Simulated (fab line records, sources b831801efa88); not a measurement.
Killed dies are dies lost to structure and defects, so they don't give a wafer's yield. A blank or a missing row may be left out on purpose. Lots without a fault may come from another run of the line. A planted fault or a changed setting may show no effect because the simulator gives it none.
Chamber matching | flow sky130 | SKY_CONTACT_CVD_00 on pecvd-03: 3 sister chambers
The step deposits Si3N4, target thk 75 nm. 3 wafers are shown with their chamber, then 10 later ones without.

WAFERS WITH THEIR CHAMBER
wafer  | chamber | heater_power_w (W)
L083.6 | 0       | 753
L087.1 | 1       | 831
L087.3 | 2       | 668

WAFERS WITHOUT THEIR CHAMBER
wafer  | heater_power_w (W)
L087.6 | 826
L090.1 | 777
L090.2 | 815
L090.3 | 660
L090.4 | 785
L090.5 | 651
L090.6 | 841
L093.1 | 744
L093.3 | 811
L093.5 | 700

WHICH CHAMBER EACH WENT THROUGH
wafer  | from the rows above     | in truth
L087.6 | 1                       | 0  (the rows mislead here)
L090.1 | can't be placed: 0 or 1 | 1
L090.2 | 1                       | 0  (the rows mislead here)
L090.3 | 2                       | 2
L090.4 | can't be placed: 0 or 1 | 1
L090.5 | 2                       | 2
L090.6 | 1                       | 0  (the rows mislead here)
L093.1 | 0                       | 0
L093.3 | can't be placed: 1 or 0 | 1
L093.5 | can't be placed: 2 or 0 | 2
Placed correctly: 3 of 10. Can't be placed from these rows: 4 (the true chamber is among the candidates in 4). Placed wrongly: 3.
How it was worked out, from the rows above alone: a wafer's distance from a chamber is the root of the sum, over the readings, of the square of ((its reading less the chamber's mean) divided by the reading's scatter). The wafer belongs to the nearest chamber; if the next one is less than 2 further off, it can't be placed. A chamber's mean is the mean of its shown wafers. The scatter: with one shown wafer a chamber, the root of the mean of the squares of how far each hidden wafer lies from its nearest shown one.
